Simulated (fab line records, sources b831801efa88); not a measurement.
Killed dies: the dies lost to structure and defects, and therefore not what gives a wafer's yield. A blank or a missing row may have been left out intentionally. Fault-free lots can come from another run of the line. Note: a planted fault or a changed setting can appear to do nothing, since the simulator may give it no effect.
fab line records | flow gf180mcu
[record] lots = 5 wafers = 23
route steps=602 shown VT_IMPLANT@109 DUAL_GATE@143 POLY_GATE@170 HV_LDD@178
start-h: start of the lot's first displayed wafer, in hours after the record's first day | wait-h: hours since the lot's step before | " unchanged from the row above | L1.1+2: one row covering several wafers at once | - value missing, or start not given | * or withheld: withheld | < > ~ a bound
route shown NAME@n: NAME is a module with steps in the file, n the number in the route of the first one | usual: average and standard deviation across the fault-free wafers | same: alike in all rows | chamber/n: place in a boat | sites: per-site readings | _std_site: the values' standard deviation | _edge_site: the outer-site mean with the inner-site mean subtracted | radius-mm: how far each site lies from the wafer's centre | mask NAME#n: copy n | behind: tool/chamber where the wafer was last shaped | hold: reason for holding the lot/hours on hold/outcome of the hold | device: the transistor (n, p or np) that didn't switch | end of line: at the end of the route, the tests of the same wafers | a step with no rows: only its recipe | killed: the dies lost at the first sort to structure and to defects; this is not the yield of the wafer | map: shows each die of a wafer: x if killed, . if not, _ if none is there
set.NAME: the setting the step ran with; set.NAME@STEP: the setting that earlier step ran with | model.NAME: the simulator's own value behind a step, which no gauge read
lots run with intentionally changed settings; tables by step, rows by wafer
[[steps]]
[step GF_VT_IMPLANT_IMPLANT_19]
[recipe] species = As energy-kev = 100 dose-cm2 = 4.35e+12 tilt-deg = 7
// columns lot.wafer tool chamber start-h wait-h set.energy-kev
L076.2+3+4 implanter-02 0 133.90 0.0 100
L077.1+2+3+4+5 implanter-03 0 152.63 0.0 100
L080.1+4 implanter-02 0 176.83 0.0 94.61
L080.2+3+6 " 0 " " 100
L082.1+2+6 implanter-03 0 181.93 0.0 100
L082.3+4 " 0 " " 108
L083.2+3+5 implanter-02 0 189.62 0.0 108
L083.4+6 " 0 " " 100
[step GF_VT_IMPLANT_STRIP_20]
[recipe] chemistry = O2/N2 power-w = 1400 pressure-mtorr = 1500 platen-temp-c = 250 o2-flow-sccm = 3000 n2-flow-sccm = 300 overash-fraction = 0.5
[step GF_VT_IMPLANT_TW_MEAS_21]
[usual] VT_IMPLANT_2_TW = 1218/9.3
// columns lot.wafer tool chamber start-h wait-h set.energy-kev@VT_IMPLANT_IMPLANT_19 VT_IMPLANT_2_TW
L076.2 film-metro-01 - 134.14 0.1 100 1222
L076.3 " - " " 100 1218
L076.4 " - " " 100 1219
L077.1 film-metro-04 - 152.88 0.1 100 1219
L077.2 " - " " 100 1216
L077.3 " - " " 100 1220
L077.4 " - " " 100 1215
L077.5 " - " " 100 1227
L080.1 film-metro-04 - 177.08 0.1 94.61 1205
L080.2 " - " " 100 1224
L080.3 " - " " 100 1221
L080.4 " - " " 94.61 1209
L080.6 " - " " 100 1224
L082.1 film-metro-01 - 182.18 0.1 100 1213
L082.2 " - " " 100 1213
L082.3 " - " " 108 1237
L082.4 " - " " 108 1237
L082.6 " - " " 100 1214
L083.2 film-metro-04 - 189.86 0.1 108 1252
L083.3 " - " " 108 1250
L083.4 " - " " 100 1222
L083.5 " - " " 108 1254
L083.6 " - " " 100 1221
[step GF_VT_IMPLANT_COAT_24]
[recipe] resist = NOVOLAK spin-rpm = 3000 resist-thk-nm = 1000
// columns lot.wafer tool chamber start-h wait-h set.spin-rpm
L076.2+3+4 litho-track-04 0 141.67 0.1 3000
L077.1+2+5 litho-track-03 0 160.21 0.1 3000
L077.3+4 " 0 " " 2890
L080.1+3+4 litho-track-03 0 184.71 0.1 3175
L080.2+6 " 0 " " 3000
L082.1+3+4 litho-track-02 0 189.99 0.1 3000
L082.2+6 " 0 " " 2932
L083.2+3+4+5+6 litho-track-02 0 198.26 0.1 3000
[step GF_VT_IMPLANT_DEVELOP_28]
[recipe] develop-time-s = 60 dev-temp-c = 23
// columns lot.wafer tool chamber start-h wait-h set.dev-temp-c
L076.2+3+4 litho-track-02 0 149.01 0.1 23
L077.1+3+5 litho-track-04 0 167.99 0.1 23
L077.2+4 " 0 " " 21.73
L080.1+2+3+4+6 litho-track-02 0 193.04 0.1 23
L082.1+2+3+4+6 litho-track-04 0 198.84 0.1 23
L083.2+3+4 litho-track-04 0 206.57 0.1 20.19
L083.5+6 " 0 " " 23
[step GF_VT_IMPLANT_IMPLANT_30]
[recipe] species = B energy-kev = 25 dose-cm2 = 2.602e+12 tilt-deg = 7
[step GF_VT_IMPLANT_STRIP_31]
[recipe] chemistry = O2/N2 power-w = 1400 pressure-mtorr = 1500 platen-temp-c = 250 o2-flow-sccm = 3000 n2-flow-sccm = 300 overash-fraction = 0.5
[usual] strip-time-to-endpoint-s = 12.65/0.033
// columns lot.wafer tool chamber start-h wait-h set.spin-rpm@VT_IMPLANT_COAT_24 strip-time-to-endpoint-s
L076.2 plasma-asher-04 1 149.32 0.1 3000 12.67
L076.3 " 0 " " 3000 12.66
L076.4 " 1 " " 3000 12.60
L077.1 plasma-asher-01 1 168.33 0.1 3000 12.63
L077.2 " 0 " " 3000 12.67
L077.3 " 1 " " 2890 12.78
L077.4 " 0 " " 2890 12.82
L077.5 " 0 " " 3000 12.65
L080.1 plasma-asher-02 0 193.37 0.1 3175 12.28
L080.2 " 1 " " 3000 12.65
L080.3 " 0 " " 3175 12.29
L080.4 " 1 " " 3175 12.29
L080.6 " 0 " " 3000 12.60
L082.1 plasma-asher-02 0 199.18 0.1 3000 12.63
L082.2 " 1 " " 2932 12.82
L082.3 " 0 " " 3000 12.63
L082.4 " 1 " " 3000 12.64
L082.6 " 1 " " 2932 12.80
L083.2 plasma-asher-01 0 206.88 0.1 3000 12.61
L083.3 " 0 " " 3000 12.62
L083.4 " 1 " " 3000 12.62
L083.5 " 1 " " 3000 12.65
L083.6 " 0 " " 3000 12.66
[step GF_DUAL_GATE_OXIDATION_02]
[recipe] temp-c = 900 ambient = O2 stabilise-s = 600 purge-s = 300 target-thk-a = 108.87 ox-time-s = 1602
// columns lot.wafer tool chamber start-h wait-h set.ox-time-s model.SiO2_of_DUAL_GATE_OXIDATION_02.thk-nm
L076.2 furnace-01 0 167.34 1.2 1602 10.9
L076.3+4 " 0 " " 1602 10.86
L077.1 - - - 1.1 1735 11.55
L077.2 " - " " 1735 11.75
L077.3 " - " " 1735 11.44
L077.4 " - " " 1735 11.58
L077.5 " - " " 1735 11.57
L080.1 - - - 0.0 1668 10.89
L080.2 " - " " 1668 11.19
L080.3 " - " " 1668 11.06
L080.4 " - " " 1668 11.01
L080.6 " - " " 1668 11.11
L082.1 - - - 0.0 1804 11.61
L082.2 " - " " 1804 11.86
L082.3 " - " " 1804 11.84
L082.4 " - " " 1804 11.75
L082.6 " - " " 1804 11.82
L083.2 - - - 1.1 1811 11.88
L083.3 " - " " 1811 11.93
L083.4+5 " - " " 1811 11.94
L083.6 " - " " 1811 11.66
[step GF_DUAL_GATE_THK_MEAS_03]
[recipe] reads = SiO2_of_DUAL_GATE_OXIDATION_02
[usual] DUAL_GATE_OXIDATION_00_THK = 10.87/0.12
// columns lot.wafer tool chamber start-h wait-h set.ox-time-s@DUAL_GATE_OXIDATION_02 DUAL_GATE_OXIDATION_00_THK[nm]
L076.2 film-metro-03 - 168.79 0.0 1602 10.91
L076.3 " - " " 1602 10.86
L076.4 " - " " 1602 10.82
L077.1 film-metro-03 - - - 1735 11.57
L077.2 " - " " 1735 11.74
L077.3 " - " " 1735 11.45
L077.4 " - " " 1735 11.54
L077.5 " - " " 1735 11.54
L080.1 film-metro-02 - - - 1668 10.84
L080.2 " - " " 1668 11.18
L080.3 " - " " 1668 11.10
L080.4 " - " " 1668 11.03
L080.6 " - " " 1668 11.08
L082.1 film-metro-03 - - - 1804 11.58
L082.2 " - " " 1804 11.83
L082.3 " - " " 1804 11.87
L082.4 " - " " 1804 11.75
L082.6 " - " " 1804 11.85
L083.2 film-metro-03 - - - 1811 11.83
L083.3 " - " " 1811 11.92
L083.4 " - " " 1811 11.96
L083.5 " - " " 1811 11.92
L083.6 " - " " 1811 11.65
[step GF_DUAL_GATE_DEHYDRATE_04]
[recipe] temp-c = 200 time-s = 60
[step GF_DUAL_GATE_HMDS_05]
[recipe] prime-time-s = 60 prime-temp-c = 120
[step GF_DUAL_GATE_WET_ETCH_12]
[recipe] chemistry = dHF target-depth-nm = 13 dry = n2-spin target = SiO2 temp-c = 25 dilution = 100:1 time-s = 254.1
[step GF_DUAL_GATE_STRIP_13]
[recipe] chemistry = O2/N2 power-w = 1400 pressure-mtorr = 1500 platen-temp-c = 250 o2-flow-sccm = 3000 n2-flow-sccm = 300 overash-fraction = 0.5
[step GF_DUAL_GATE_CLEAN_14]
[recipe] chemistry = SC1/SC2 mix = 1:4:20 temp-c = 70 time-s = 150 dry = n2-spin
// columns lot.wafer tool chamber start-h wait-h set.ox-time-s@DUAL_GATE_OXIDATION_02 model.SiO2_of_DUAL_GATE_OXIDATION_02.thk-nm
L076.2 wet-bench-04 1 185.06 0.1 1602 10.56
L076.3 " 1 " " 1602 10.51
L076.4 " 1 " " 1602 10.52
L077.1 wet-bench-02 0 205.26 0.1 1735 11.21
L077.2 " 0 " " 1735 11.41
L077.3 " 0 " " 1735 11.1
L077.4+5 " 0 " " 1735 11.23
L080.1 wet-bench-02 1 231.84 0.1 1668 10.56
L080.2 " 1 " " 1668 10.85
L080.3 " 1 " " 1668 10.72
L080.4 " 1 " " 1668 10.68
L080.6 " 1 " " 1668 10.77
L082.1 wet-bench-03 2 237.75 0.1 1804 11.27
L082.2 " 2 " " 1804 11.51
L082.3 " 2 " " 1804 11.49
L082.4 " 2 " " 1804 11.41
L082.6 " 2 " " 1804 11.47
L083.2 wet-bench-03 3 245.39 0.1 1811 11.54
L083.3+5 " 3 " " 1811 11.59
L083.4 " 3 " " 1811 11.6
L083.6 " 3 " " 1811 11.31
[step GF_POLY_GATE_ETCH_13]
[recipe] target = poly-Si target-depth-nm = 198.5 stop-on = SiO2 over-etch-frac = 0.403 chemistry = HBr/Cl2 icp-w = 400 bias-w = 100 pressure-mtorr = 10 HBr_flow_sccm = 150 Cl2_flow_sccm = 50 time-s = 69.6
[usual] oes-product-au = 0.990/0.0073
// columns lot.wafer tool chamber start-h wait-h set.icp-w oes-product-au
L076.2 rie-si-01 2 205.12 - 400 0.975
L076.3 " 1 " " 400 0.987
L076.4 " 1 " " 400 0.993
L077.1 rie-si-01 0 227.04 - 367.7 0.961
L077.2 " 3 " " 400 0.991
L077.3 " 2 " " 400 0.986
L077.4 " 3 " " 367.7 0.966
L077.5 " 0 " " 400 0.994
L080.1 rie-si-01 2 256.24 - 400 0.997
L080.2 " 3 " " 355.5 0.962
L080.3 " 0 " " 400 0.998
L080.4 " 1 " " 355.5 0.966
L080.6 " 0 " " 355.5 0.961
L082.1 rie-si-02 3 261.39 - 430.7 0.996
L082.2 " 2 " " 400 0.988
L082.3 " 1 " " 430.7 0.989
L082.4 " 0 " " 400 0.975
L082.6 " 3 " " 400 0.992
L083.2 rie-si-02 3 268.53 - 429.5 1.007
L083.3 " 1 " " 400 0.984
L083.4 " 2 " " 429.5 0.999
L083.5 " 2 " " 429.5 1.000
L083.6 " 3 " " 400 0.995
[step GF_HV_LDD_COAT_02]
[recipe] resist = NOVOLAK spin-rpm = 3000 resist-thk-nm = 1000
// columns lot.wafer tool chamber start-h wait-h set.resist-thk-nm model.NOVOLAK_of_HV_LDD_COAT_02.thk-nm
L076.2 litho-track-03 0 216.19 0.1 1000 1002
L076.3+4 " 0 " " 1000 1003
L077.1 litho-track-01 0 239.32 0.1 1000 998.2
L077.2+3 " 0 " " 1000 1004
L077.4 " 0 " " 1000 1002
L077.5 " 0 " " 1000 1001
L080.1 litho-track-01 0 266.42 0.1 1000 996.2
L080.2 " 0 " " 949.9 944.7
L080.3 " 0 " " 949.9 945.5
L080.4 " 0 " " 1000 994.7
L080.6 " 0 " " 949.9 946.7
L082.1 litho-track-04 0 273.34 0.1 966.4 966
L082.2 " 0 " " 966.4 962.5
L082.3 " 0 " " 1000 996.7
L082.4 " 0 " " 966.4 964.8
L082.6 " 0 " " 1000 996.4
L083.2 litho-track-04 0 279.96 0.1 1000 994.7
L083.3 " 0 " " 1000 996.9
L083.4 " 0 " " 1000 998.3
L083.5 " 0 " " 1000 999
L083.6 " 0 " " 1000 999.2
[step GF_HV_LDD_DEVELOP_06]
[recipe] develop-time-s = 60 dev-temp-c = 23
// columns lot.wafer tool chamber start-h wait-h set.develop-time-s
L076.2+3+4 litho-track-01 0 225.10 0.1 60
L077.1+2+5 litho-track-01 0 248.07 0.1 51.47
L077.3+4 " 0 " " 60
L080.1+2+6 litho-track-03 0 276.21 0.1 56.8
L080.3+4 " 0 " " 60
L082.1+2 litho-track-01 0 282.72 0.1 60
L082.3+4+6 " 0 " " 55.58
L083.2+3+4+5+6 litho-track-01 0 289.44 0.1 60
[step GF_HV_LDD_CD_MEAS_07]
[recipe] target-cd-nm = 400
[usual] cd-nm = 399.5/2
// columns lot.wafer tool chamber start-h wait-h set.develop-time-s@HV_LDD_DEVELOP_06 cd-nm
L076.2 cd-sem-02 - 225.35 0.2 60 399.1
L076.3 " - " " 60 403.0
L076.4 " - " " 60 401.2
L077.1 cd-sem-02 - 248.22 0.1 51.47 381.6
L077.2 " - " " 51.47 385.0
L077.3 " - " " 60 398.3
L077.4 " - " " 60 401.2
L077.5 " - " " 51.47 384.0
L080.1 cd-sem-02 - 276.36 0.1 56.8 395.6
L080.2 " - " " 56.8 400.4
L080.3 " - " " 60 407.5
L080.4 " - " " 60 401.2
L080.6 " - " " 56.8 401.0
L082.1 cd-sem-02 - 282.90 0.2 60 401.5
L082.2 " - " " 60 401.5
L082.3 " - " " 55.58 390.5
L082.4 " - " " 55.58 394.3
L082.6 " - " " 55.58 390.3
L083.2 cd-sem-01 - 289.59 0.1 60 395.4
L083.3 " - " " 60 395.0
L083.4 " - " " 60 398.5
L083.5 " - " " 60 397.4
L083.6 " - " " 60 397.9
[step GF_HV_LDD_IMPLANT_09]
[recipe] species = As energy-kev = 40 dose-cm2 = 1e+14 tilt-deg = 7
[step GF_HV_LDD_STRIP_10]
[recipe] chemistry = O2/N2 power-w = 1400 pressure-mtorr = 1500 platen-temp-c = 250 o2-flow-sccm = 3000 n2-flow-sccm = 300 overash-fraction = 0.5
[usual] strip-time-to-endpoint-s = 12.61/0.032
// columns lot.wafer tool chamber start-h wait-h set.resist-thk-nm@HV_LDD_COAT_02 strip-time-to-endpoint-s
L076.2 plasma-asher-01 1 225.64 0.1 1000 12.66
L076.3 " 1 " " 1000 12.65
L076.4 " 0 " " 1000 12.67
L077.1 plasma-asher-03 1 248.53 0.1 1000 12.60
L077.2 " 0 " " 1000 12.68
L077.3 " 1 " " 1000 12.68
L077.4 " 0 " " 1000 12.64
L077.5 " 1 " " 1000 12.65
L080.1 plasma-asher-03 0 276.67 0.1 1000 12.59
L080.2 " 1 " " 949.9 11.99
L080.3 " 0 " " 949.9 12.00
L080.4 " 1 " " 1000 12.57
L080.6 " 1 " " 949.9 12.02
L082.1 plasma-asher-02 0 283.21 0.1 966.4 12.24
L082.2 " 1 " " 966.4 12.19
L082.3 " 1 " " 1000 12.59
L082.4 " 0 " " 966.4 12.22
L082.6 " 0 " " 1000 12.59
L083.2 plasma-asher-01 0 289.88 0.1 1000 12.57
L083.3 " 1 " " 1000 12.60
L083.4 " 0 " " 1000 12.61
L083.5 " 1 " " 1000 12.62
L083.6 " 0 " " 1000 12.62
[step GF_HV_LDD_EXPOSE_16]
[recipe] mask-id = Pplus_LV_AREA target-cd-nm = 400 na = 0.6 source-shape = conventional sigma-outer = 0.6 dose-mj = 140
// columns lot.wafer tool chamber start-h wait-h mask set.dose-mj
L076.2+3+4 iline-stepper-02 0 - - Pplus_LV_AREA#0 140
L077.1+2+4 iline-stepper-01 0 - - Pplus_LV_AREA#0 140
L077.3+5 " 0 " " Pplus_LV_AREA#0 135.9
L080.1+2+3+4+6 iline-stepper-02 0 - - Pplus_LV_AREA#0 140
L082.1+4+6 iline-stepper-02 0 - - Pplus_LV_AREA#0 140
L082.2+3 " 0 " " Pplus_LV_AREA#0 148.2
L083.2+3 iline-stepper-01 0 - - Pplus_LV_AREA#0 147.2
L083.4+5+6 " 0 " " Pplus_LV_AREA#0 140
[step GF_HV_LDD_PEB_17]
[recipe] temp-c = withheld time-s = * resist = NOVOLAK
[step GF_HV_LDD_DEVELOP_18]
[recipe] develop-time-s = 61.62 dev-temp-c = 23
// columns lot.wafer tool chamber start-h wait-h set.dose-mj@HV_LDD_EXPOSE_16 model.HV_LDD.cd-nm
L076.2 litho-track-04 0 243.22 0.1 140 401
L076.3 " 0 " " 140 404.1
L076.4 " 0 " " 140 400.5
L077.1 litho-track-01 0 266.87 0.1 140 402
L077.2 " 0 " " 140 401
L077.3 " 0 " " 135.9 394
L077.4 " 0 " " 140 402.3
L077.5 " 0 " " 135.9 393.9
L080.1+6 litho-track-03 0 295.91 0.1 140 401.3
L080.2 " 0 " " 140 403.2
L080.3 " 0 " " 140 399.9
L080.4 " 0 " " 140 402.5
L082.1 litho-track-01 0 302.12 0.1 140 399.8
L082.2 " 0 " " 148.2 416.2
L082.3 " 0 " " 148.2 415.5
L082.4 " 0 " " 140 399.9
L082.6 " 0 " " 140 399.2
L083.2 litho-track-03 0 309.54 0.1 147.2 418.1
L083.3 " 0 " " 147.2 420.2
L083.4 " 0 " " 140 403.4
L083.5 " 0 " " 140 404.7
L083.6 " 0 " " 140 404.5
[step GF_HV_LDD_CD_MEAS_19]
[recipe] target-cd-nm = 400
[usual] cd-nm = 401.5/1.6
// columns lot.wafer tool chamber start-h wait-h set.dose-mj@HV_LDD_EXPOSE_16 cd-nm
L076.2 cd-sem-01 - 243.36 0.1 140 401.1
L076.3 " - " " 140 404.1
L076.4 " - " " 140 400.6
L077.1 cd-sem-01 - 267.02 0.1 140 402.0
L077.2 " - " " 140 400.9
L077.3 " - " " 135.9 394.1
L077.4 " - " " 140 402.5
L077.5 " - " " 135.9 393.6
L080.1 cd-sem-01 - 296.06 0.1 140 401.4
L080.2 " - " " 140 402.8
L080.3 " - " " 140 400.1
L080.4 " - " " 140 402.7
L080.6 " - " " 140 401.4
L082.1 cd-sem-01 - 302.27 0.1 140 399.9
L082.2 " - " " 148.2 416.2
L082.3 " - " " 148.2 415.6
L082.4 " - " " 140 400.2
L082.6 " - " " 140 399.4
L083.2 cd-sem-02 - 309.68 0.1 147.2 418.3
L083.3 " - " " 147.2 419.8
L083.4 " - " " 140 403.4
L083.5 " - " " 140 404.8
L083.6 " - " " 140 404.6
[step GF_HV_LDD_COAT_26]
[recipe] resist = NOVOLAK spin-rpm = 3000 resist-thk-nm = 1000
// columns lot.wafer tool chamber start-h wait-h set.resist-thk-nm model.NOVOLAK_of_HV_LDD_COAT_26.thk-nm
L076.2 litho-track-04 0 252.36 0.1 1000 990.6
L076.3 " 0 " " 1000 998.7
L076.4 " 0 " " 1000 991.4
L077.1 litho-track-04 0 277.39 0.1 1051 1052
L077.2 " 0 " " 1000 998.7
L077.3 " 0 " " 1051 1049
L077.4 " 0 " " 1000 999.2
L077.5 " 0 " " 1051 1050
L080.1 litho-track-01 0 305.87 0.1 1000 997.1
L080.2 " 0 " " 1048 1045
L080.3 " 0 " " 1000 997.4
L080.4 " 0 " " 1000 1004
L080.6 " 0 " " 1048 1050
L082.1+6 litho-track-01 0 312.87 0.1 1046 1046
L082.2 " 0 " " 1046 1044
L082.3 " 0 " " 1000 1001
L082.4 " 0 " " 1000 998.8
L083.2 litho-track-01 0 320.39 0.1 1000 998.6
L083.3 " 0 " " 1018 1018
L083.4 " 0 " " 1000 998.9
L083.5 " 0 " " 1018 1015
L083.6 " 0 " " 1018 1019
[[key]]
[split] step = GF_VT_IMPLANT_IMPLANT_19 setting = energy-kev stated = 100 by = wafer
[response] step = GF_VT_IMPLANT_TW_MEAS_21 reading = VT_IMPLANT_2_TW change = +3.32 per = 1% r = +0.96
[split] step = GF_VT_IMPLANT_COAT_24 setting = spin-rpm stated = 3000 by = wafer
[response] step = GF_VT_IMPLANT_STRIP_31 reading = strip-time-to-endpoint-s change = * per = 1% r = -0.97
[split] step = GF_VT_IMPLANT_DEVELOP_28 setting = dev-temp-c stated = 23 by = wafer
response none clear
[split] step = GF_DUAL_GATE_OXIDATION_02 setting = ox-time-s stated = 1602 by = lot
[response] step = GF_DUAL_GATE_OXIDATION_02 reading = model.SiO2_of_DUAL_GATE_OXIDATION_02.thk-nm change = +0.0795 per = 1% r = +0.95
[response] step = GF_DUAL_GATE_THK_MEAS_03 reading = DUAL_GATE_OXIDATION_00_THK change = +0.0795 per = 1% r = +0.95
[response] step = GF_DUAL_GATE_CLEAN_14 reading = model.SiO2_of_DUAL_GATE_OXIDATION_02.thk-nm change = +0.0791 per = 1% r = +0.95
[split] step = GF_POLY_GATE_ETCH_13 setting = icp-w stated = 400 by = wafer
[response] step = GF_POLY_GATE_ETCH_13 reading = oes-product-au change = +0.00248 per = 1% r = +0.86
[split] step = GF_HV_LDD_COAT_02 setting = resist-thk-nm stated = 1000 by = wafer
[response] step = GF_HV_LDD_COAT_02 reading = model.NOVOLAK_of_HV_LDD_COAT_02.thk-nm change = +9.83 per = 1% r = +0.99
[response] step = GF_HV_LDD_STRIP_10 reading = strip-time-to-endpoint-s change = * per = 1% r = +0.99
[split] step = GF_HV_LDD_DEVELOP_06 setting = develop-time-s stated = 60 by = wafer
[response] step = GF_HV_LDD_CD_MEAS_07 reading = cd-nm change = +1.16 per = 1% r = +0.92
[split] step = GF_HV_LDD_EXPOSE_16 setting = dose-mj stated = 140 by = wafer
[response] step = GF_HV_LDD_DEVELOP_18 reading = model.HV_LDD.cd-nm change = +2.81 per = 1% r = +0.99
[response] step = GF_HV_LDD_CD_MEAS_19 reading = cd-nm change = +2.8 per = 1% r = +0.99
[split] step = GF_HV_LDD_COAT_26 setting = resist-thk-nm stated = 1000 by = wafer
[response] step = GF_HV_LDD_COAT_26 reading = model.NOVOLAK_of_HV_LDD_COAT_26.thk-nm change = +10 per = 1% r = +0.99
